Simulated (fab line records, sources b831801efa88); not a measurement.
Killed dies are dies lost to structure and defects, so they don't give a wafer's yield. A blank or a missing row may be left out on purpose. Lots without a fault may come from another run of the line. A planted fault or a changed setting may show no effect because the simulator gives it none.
fab line records | flow sky130
record lots=6 wafers=18 last_day=51
route steps=708 shown SD_N@350 SD_P@359 RES_XHIGH@360 SALICIDE@361 LI_CONTACT@362 PAD_OPEN@708
lots that met no fault: from a run of the same line without faults
start_h: hours from the record's first day to the start of the lot's first wafer shown | wait_h: hours since the lot's step before | " the same as in the row above | L1.1+2: a row that stands for several wafers | - no value, or no start given | * or withheld: withheld | < > ~ a bound
route shown NAME@n: a module of which the file shows steps, and the number in the route of the first | usual: mean/standard deviation of fault-free wafers | same: alike in all rows | chamber/n: place in a boat | sites: the reading at each site | _std_site: their standard deviation | _edge_site: outer sites' mean less inner sites' | radius_mm: how far each site lies from the wafer's centre | mask NAME#n: copy n | behind: the tool/chamber that last shaped the wafer | hold: why the lot was held/for how many hours/how that ended | device: the transistor (n, p or np) that didn't switch | end of line: the same wafers' tests at the end of the route | a step without rows: its recipe alone | killed: dies lost to structure and defects at the first sort, not the wafer's yield | map: a wafer's dies, x killed, . not, _ none there
set.NAME: the setting as run; set.NAME@STEP: as run at that earlier step | model.NAME: the simulator's own value behind a step, which no gauge read
lots at some steps of the route; a table a step, a row a wafer
services: from which hour (start_h, from the record's first day; less than 0 if before it) a tool's chamber was out of use, for how many hours, and why
## steps
# step SKY_SD_N_OVL_MEAS_08
# usual SD_N_OVL=0.9/1.3
# columns lot.wafer tool chamber start_h wait_h SD_N_OVL[nm]
L522.2 overlay-02 - 682.73 0.1 1.1
L522.3 " - " " 1.1
L522.4 " - " " 0.1
L527.4 overlay-01 - 722.65 0.1 0.8
L527.5 " - " " 0.0
L527.6 " - " " -0.6
L529.2 overlay-02 - 733.09 0.1 -1.4
L529.3 " - " " -1.5
L529.4 " - " " -1.4
L539.1 overlay-01 - 815.48 0.1 1.3
L539.4 " - " " 2.4
L539.5 " - " " -0.5
L542.1 overlay-01 - 832.58 0.1 1.8
L542.2 " - " " 1.5
L542.3 " - " " -0.5
L543.2 overlay-01 - 843.09 0.1 2.3
L543.4 " - " " 1.0
L543.6 " - " " 1.1
# step SKY_SD_N_IMPLANT_09
# recipe species=As energy_kev=50 dose_cm2=4e+15 tilt_deg=0
# step SKY_SD_N_IMPLANT_10
# recipe species=P energy_kev=20 dose_cm2=1e+14 tilt_deg=0
# step SKY_SD_N_STRIP_11
# recipe chemistry=O2/N2 power_w=1400 pressure_mtorr=1500 platen_temp_c=withheld o2_flow_sccm=3000 n2_flow_sccm=300 overash_fraction=0.5
# usual drypump_motor_current_A=5.9/0.35 oes_product_au=0.527/0.0044 strip_time_to_endpoint_s=22.58/0.043
# columns lot.wafer tool chamber start_h wait_h drypump_motor_current_A oes_product_au rf_hours_counter_h strip_time_to_endpoint_s
L522.2 plasma_asher-01 0 683.06 0.1 6.0 0.531 104 22.58
L522.3 " 0 " " 6.0 0.528 - 22.51
L522.4 " 1 " " 5.1 0.526 - 22.53
L527.4 plasma_asher-01 0 723.00 0.1 6.0 0.531 - 22.64
L527.5 " 0 " " 6.0 0.530 - 22.61
L527.6 " 1 " " 5.1 0.517 - 22.59
L529.2 plasma_asher-02 0 733.42 0.1 5.9 0.529 62 22.62
L529.3 " 0 " " 5.9 0.526 - 22.60
L529.4 " 1 " " 6.1 0.517 - 22.59
L539.1 plasma_asher-02 1 815.81 0.1 6.1 0.521 70 22.61
L539.4 " 1 " " 6.1 0.526 - 22.60
L539.5 " 1 " " 6.1 0.530 - 22.61
L542.1 plasma_asher-02 0 832.91 0.1 5.9 0.527 72 22.59
L542.2 " 1 " " 6.1 0.521 72 22.55
L542.3 " 0 " " 6.0 0.530 - 22.55
L543.2 plasma_asher-02 0 843.42 0.1 6.0 0.528 73 22.64
L543.4 " 1 " " 6.1 0.529 - 22.63
L543.6 " 0 " " 6.0 0.530 - 22.62
# step SKY_SD_N_TW_MEAS_12
# usual SD_N_TW=4012/24
# columns lot.wafer tool chamber start_h wait_h SD_N_TW
L522.2 film_metro-01 - 683.17 0.1 3996
L522.3 " - " " 3980
L522.4 " - " " 4023
L527.4 film_metro-01 - 723.10 0.1 3995
L527.5 " - " " 4001
L527.6 " - " " 3998
L529.2 film_metro-02 - 733.56 0.1 4047
L529.3 " - " " 4027
L529.4 " - " " 4034
L539.1 film_metro-01 - 815.91 0.1 3984
L539.4 " - " " 3975
L539.5 " - " " 3967
L542.1 film_metro-03 - 833.01 0.1 3979
L542.2 " - " " 3966
L542.3 " - " " 4000
L543.2 film_metro-02 - 843.53 0.1 4046
L543.4 " - " " 4051
L543.6 " - " " 4036
# step SKY_SD_N_CLEAN_13
# recipe chemistry=SC1/SC2 mix=1:4:20 temp_c=70 time_s=150 dry=n2_spin
# step SKY_SD_N_RTA_14
# recipe temp_c=1075 time_s=2 idle_temp_c=650 ramp_up_c_per_s=150 ramp_down_c_per_s=90 ambient=N2
# usual lamp_power_pct=15.73/0.05 wafer_temp_C_max=1078.1/1.4
# columns lot.wafer tool chamber start_h wait_h lamp_power_pct wafer_temp_C_max
L522.2 rtp_anneal-02 0 683.28 0.0 15.78 1079.3
L522.3 " 0 " " 15.71 1076.9
L522.4 " 0 " " 15.69 1079.4
L527.4 rtp_anneal-01 0 723.23 0.1 15.69 1077.4
L527.5 " 0 " " 15.73 1077.8
L527.6 " 0 " " 15.79 1079.7
L529.2 rtp_anneal-01 0 733.67 0.0 15.78 1080.7
L529.3 " 0 " " 15.74 1077.7
L529.4 " 0 " " 15.73 1076.9
L539.1 rtp_anneal-01 0 816.03 0.0 15.75 1078.5
L539.4 " 0 " " 15.68 1077.2
L539.5 " 0 " " 15.77 1077.9
L542.1 rtp_anneal-02 0 833.12 0.0 15.76 1079.1
L542.2 " 0 " " 15.65 1080.5
L542.3 " 0 " " 15.70 1078.3
L543.2 rtp_anneal-01 0 843.64 0.0 15.66 1079.5
L543.4 " 0 " " 15.74 1075.7
L543.6 " 0 " " 15.74 1077.5
# step SKY_SD_N_RS_MEAS_16
# recipe thk_meas_gauge=four-point-probe
# usual SD_N_RS=68.53/0.1
# columns lot.wafer tool chamber start_h wait_h SD_N_RS[ohm/sq]
L522.2 film_metro-02 - 683.46 0.1 68.41
L522.3 " - " " 68.73
L522.4 " - " " 68.62
L527.4 film_metro-02 - 723.46 0.1 68.46
L527.5 " - " " 68.60
L527.6 " - " " 68.38
L529.2 film_metro-01 - 733.85 0.1 68.42
L529.3 " - " " 68.46
L529.4 " - " " 68.62
L539.1 film_metro-03 - 816.20 0.1 68.63
L539.4 " - " " 68.54
L539.5 " - " " 68.41
L542.1 film_metro-03 - 833.30 0.1 68.55
L542.2 " - " " 68.47
L542.3 " - " " 68.46
L543.2 film_metro-02 - 843.83 0.1 68.58
L543.4 " - " " 68.53
L543.6 " - " " 68.49
# step SKY_SD_N_RS_MEAS_17
# recipe thk_meas_gauge=four-point-probe
# usual SD_P_RS=147.0/0.32
# columns lot.wafer tool chamber start_h wait_h SD_P_RS[ohm/sq]
L522.2 film_metro-02 - 683.58 0.1 146.9
L522.3 " - " " 147.0
L522.4 " - " " 146.8
L527.4 film_metro-02 - 723.58 0.1 147.1
L527.5 " - " " 146.8
L527.6 " - " " 146.7
L529.2 film_metro-01 - 733.97 0.1 146.5
L529.3 " - " " 146.3
L529.4 " - " " 146.6
L539.1 film_metro-03 - 816.32 0.1 147.6
L539.4 " - " " 147.3
L539.5 " - " " 147.0
L542.1 film_metro-03 - 833.42 0.1 147.0
L542.2 " - " " 146.8
L542.3 " - " " 147.2
L543.2 film_metro-02 - 843.95 0.1 147.2
L543.4 " - " " 146.8
L543.6 " - " " 147.2
# step SKY_SD_N_RS_MEAS_18
# recipe thk_meas_gauge=four-point-probe
# usual RES_XHIGH_RS=332.9/1
# columns lot.wafer tool chamber start_h wait_h RES_XHIGH_RS[ohm/sq]
L522.2 film_metro-02 - 683.70 0.1 333.2
L522.3 " - " " 332.2
L522.4 " - " " 332.7
L527.4 film_metro-02 - 723.70 0.1 333.0
L527.5 " - " " 332.9
L527.6 " - " " 332.8
L529.2 film_metro-01 - 734.09 0.1 332.0
L529.3 " - " " 331.0
L529.4 " - " " 332.1
L539.1 film_metro-03 - 816.44 0.1 333.9
L539.4 " - " " 333.7
L539.5 " - " " 333.8
L542.1 film_metro-03 - 833.54 0.1 331.8
L542.2 " - " " 331.4
L542.3 " - " " 331.9
L543.2 film_metro-02 - 844.07 0.1 331.7
L543.4 " - " " 331.7
L543.6 " - " " 333.6
# step SKY_SALICIDE_CLEAN_00
# recipe chemistry=HF-last time_s=30 dilution=100:1 dry=ipa_marangoni
# step SKY_LI_CONTACT_HDPCVD_00
# recipe material=PSG target_thk_nm=930 sigma_open_frac=0.3 time_s=155 temp_c=600 sih4_flow_sccm=60 pressure_mtorr=6
# usual run_length_s=182.8/0.61
# columns lot.wafer tool chamber start_h wait_h run_length_s model.PSG_of_LI_CONTACT_HDPCVD_00.thk_nm
L522.2 hdpcvd-02 1 683.82 0.0 182.7 931.1
L522.3 " 1 " " 181.9 939.5
L522.4 " 2 " " 182.0 937.6
L527.4 hdpcvd-02 2 723.83 0.1 279.7 1523
L527.5 " 1 " " 182.1 934.4
L527.6 " 0 " " 183.0 933.8
L529.2 hdpcvd-02 2 734.21 0.0 279.5 1509
L529.3 " 0 " " 182.8 929.8
L529.4 " 1 " " 279.8 1516
L539.1 hdpcvd-02 1 816.58 0.0 182.3 940.4
L539.4 " 0 " " 182.7 938
L539.5 " 2 " " 182.4 928.5
L542.1 hdpcvd-01 2 833.67 0.0 184.0 938.1
L542.2 " 0 " " 182.8 939.1
L542.3 " 1 " " 182.5 935.2
L543.2 hdpcvd-02 2 844.18 0.0 182.2 935.2
L543.4 " 2 " " 182.2 928.6
L543.6 " 1 " " 182.0 923.2
# step SKY_LI_CONTACT_THK_MEAS_01
# recipe reads=PSG_of_LI_CONTACT_HDPCVD_00
# usual LI_CONTACT_HDPCVD_THK=928/8.6
# columns lot.wafer tool chamber start_h wait_h LI_CONTACT_HDPCVD_THK[nm]
L522.2 film_metro-03 - 683.98 0.1 931
L522.3 " - " " 940
L522.4 " - " " 937
L527.4 film_metro-03 - 723.91 0.0 1523
L527.5 " - " " 935
L527.6 " - " " 934
L529.2 film_metro-02 - 734.32 0.1 1509
L529.3 " - " " 931
L529.4 " - " " 1516
L539.1 film_metro-01 - 816.68 0.1 940
L539.4 " - " " 938
L539.5 " - " " 928
L542.1 film_metro-03 - 833.77 0.1 938
L542.2 " - " " 940
L542.3 " - " " 935
L543.2 film_metro-03 - 844.30 0.1 935
L543.4 " - " " 929
L543.6 " - " " 923
# step SKY_LI_CONTACT_CMP_02
# recipe material=PSG down_force_psi=4 platen_rpm=60 pad_velocity_m_s=0.94248
# usual motor_current_A=12.0/1.2 slurry_filter_dp_kPa=13.49/0.14 time_to_endpoint_s=33.4/2.4
# columns lot.wafer tool chamber start_h wait_h motor_current_A slurry_filter_dp_kPa time_to_endpoint_s
L522.4 cmp-02 3 684.08 0.1 13.6 13.55 33.9
L522.2 " 0 " " 10.6 13.59 35.0
L522.3 " 1 " " 13.7 13.31 34.4
L527.4 cmp-02 0 724.09 0.2 10.7 13.44 91.6
L527.5 " 1 " " 13.5 13.44 33.5
L527.6 " 2 " " 12.7 13.54 37.2
L529.3 cmp-01 1 734.37 0.0 10.6 13.58 32.3
L529.2 " 3 " " 11.3 13.53 92.7
L529.4 " 0 " " 10.7 13.54 92.3
L539.1 cmp-01 0 816.74 0.1 10.3 13.55 35.2
L539.4 " 1 " " 10.9 13.52 33.9
L539.5 " 1 " " 11.6 13.40 31.6
L542.1 cmp-01 2 833.83 0.1 13.3 13.36 32.7
L542.2 " 3 " " 12.1 13.35 35.3
L542.3 " 0 " " 11.0 13.47 32.1
L543.4 cmp-02 3 844.40 0.1 13.4 13.39 34.3
L543.2 " 1 " " 13.7 13.39 33.7
L543.6 " 3 " " 13.3 13.49 34.2
# step SKY_LI_CONTACT_BOW_MEAS_03
# recipe mode=bow
# usual LI_CONTACT_BOW=56/6.1
# columns lot.wafer tool chamber start_h wait_h LI_CONTACT_BOW[um]
L522.2 film_metro-02 - 684.35 0.2 43
L522.3 " - " " 53
L522.4 " - " " 62
L527.4 film_metro-02 - 724.30 0.2 48
L527.5 " - " " 54
L527.6 " - " " 49
L529.2 film_metro-01 - 734.69 0.2 57
L529.3 " - " " 60
L529.4 " - " " 54
L539.1 film_metro-03 - 817.04 0.2 59
L539.4 " - " " 47
L539.5 " - " " 44
L542.1 film_metro-02 - 834.13 0.2 64
L542.2 " - " " 47
L542.3 " - " " 59
L543.2 film_metro-01 - 844.67 0.1 47
L543.4 " - " " 58
L543.6 " - " " 57
# step SKY_PAD_OPEN_PROBE_99
# usual killed_at_M0_to_M3=43/6.9 killed_at_M4_up=3.2/1.6 killed_at_contacts=25/5.1 killed_at_front_end=16/4.5 killed_at_other=0.3/0.68 killed_dies=87/8.9 killed_open=48/6.9 killed_short=39/6.3
# same gross_dies=492 killed_at_back_side=0
# columns lot.wafer tool chamber start_h wait_h killed_at_M0_to_M3 killed_at_M4_up killed_at_contacts killed_at_front_end killed_at_other killed_dies killed_open killed_short
L527.4 prober-01 - 1141.78 0.2 47 3 30 19 0 99 52 46
L527.5 prober-01 - 1141.83 0.2 54 7 24 9 0 94 52 42
L527.6 prober-01 - 1141.88 0.2 51 1 33 6 0 91 47 44
L529.2 prober-01 - 1148.69 0.1 49 1 25 18 0 93 51 42
L529.3 prober-01 - 1148.74 0.2 47 4 29 10 1 91 50 40
L529.4 prober-01 - 1148.79 0.2 44 5 29 19 0 97 64 33
# killed by level:class
L527.4 CONTACT:geometric_particle:open=11 VIA1:geometric_particle:open=11 LOCAL_INTERCONNECT:geometric_particle:short=6 METAL1:geometric_particle:short=6 POLY_GATE:geometric_particle:short=6 VIA1:geometric_particle:short=6 POLY_GATE:geometric_particle:open=5 METAL2:geometric_particle:short=5
L527.5 VIA1:geometric_particle:open=17 METAL1:geometric_particle:short=7 CONTACT:geometric_particle:open=7 CONTACT:geometric_particle:short=6 VIA1:geometric_particle:short=6 METAL2:geometric_particle:short=5 LI_CONTACT:geometric_particle:open=5 VIA2:geometric_particle:open=5
L527.6 CONTACT:geometric_particle:open=13 VIA1:geometric_particle:open=10 LI_CONTACT:geometric_particle:open=8 VIA1:geometric_particle:short=8 VIA2:geometric_particle:open=7 CONTACT:geometric_particle:short=6 METAL2:geometric_particle:short=6 VIA2:geometric_particle:short=5
L529.2 VIA1:geometric_particle:open=15 LOCAL_INTERCONNECT:geometric_particle:short=8 VIA2:geometric_particle:open=7 POLY_GATE:geometric_particle:open=6 LI_CONTACT:geometric_particle:open=6 VIA2:geometric_particle:short=6 VIA3:geometric_particle:open=6 CONTACT:geometric_particle:short=5
L529.3 VIA1:geometric_particle:open=10 CONTACT:geometric_particle:open=9 LI_CONTACT:geometric_particle:open=7 LI_CONTACT:geometric_particle:short=6 VIA2:geometric_particle:open=6 LOCAL_INTERCONNECT:geometric_particle:short=5 VIA3:geometric_particle:open=5 METAL1:geometric_particle:open=5
L529.4 VIA1:geometric_particle:open=12 CONTACT:geometric_particle:open=11 VIA3:geometric_particle:open=9 LI_CONTACT:geometric_particle:open=6 POLY_GATE:geometric_particle:open=5 POLY_GATE:geometric_particle:short=5 VIA2:geometric_particle:open=5 CONTACT:geometric_particle:short=5
## services
# columns tool chamber start_h hours kind
hdpcvd-01 0 665.75 - clean
hdpcvd-01 1 665.75 - clean
hdpcvd-01 2 665.75 - clean
cmp-02 - 669.36 2.6 repair
hdpcvd-02 0 679.08 7.5 repair
rtp_anneal-01 - 683.56 1.7 pm
cmp-01 - 721.36 4.9 pm
cmp-02 - 730.78 6.5 repair
plasma_asher-01 - 733.75 9.0 pm
plasma_asher-01 0 733.75 9.0 vent_cycle
plasma_asher-01 1 733.75 9.0 vent_cycle
cmp-02 - 736.27 1.1 repair
plasma_asher-01 0 742.75 - clean
plasma_asher-01 1 742.75 - clean
cmp-02 - 744.02 4.0 pm
cmp-02 - 748.02 - consumable_replace:conditioner
cmp-02 - 748.02 - consumable_replace:pad
hdpcvd-02 - 757.34 1.1 repair
cmp-02 - 775.01 7.7 pm
hdpcvd-01 0 791.29 12.5 repair
cmp-01 - 813.45 2.8 repair
plasma_asher-02 - 837.47 0.3 repair
## key
first_sign step=SKY_LI_CONTACT_HDPCVD_00 reading=run_length_s direction=up sigmas=99+ usual=* struck=*
effect step=SKY_LI_CONTACT_THK_MEAS_01 reading=LI_CONTACT_HDPCVD_THK direction=up sigmas=68 usual=928 struck=1516
effect step=SKY_LI_CONTACT_CMP_02 reading=time_to_endpoint_s direction=up sigmas=25 usual=* struck=*
model_effect step=SKY_LI_CONTACT_HDPCVD_00 value=PSG_of_LI_CONTACT_HDPCVD_00.thk_nm without=931.4 struck=1516
met_at SKY_LI_CONTACT_HDPCVD_00
struck_wafers L527.4,L529.2,L529.4
tester_left_out L527,L529
onset_between 683.82 723.83
fault kind=process_parameter_drift tool=hdpcvd-02 chamber=- onset_h=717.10 steps=SKY_LI_CONTACT_HDPCVD_00 channel=time_s offset=* shape=step end_h=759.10 scope=struck_wafers_only acts_in=* stated=*
# tester_left_out: of these lots the tester's yield and bins aren't shown, on N5 and GAA mostly nor the transistor test; their killed dies are dies lost to structure and defects alone, not to doping, threshold or leakage, so they don't give the yield
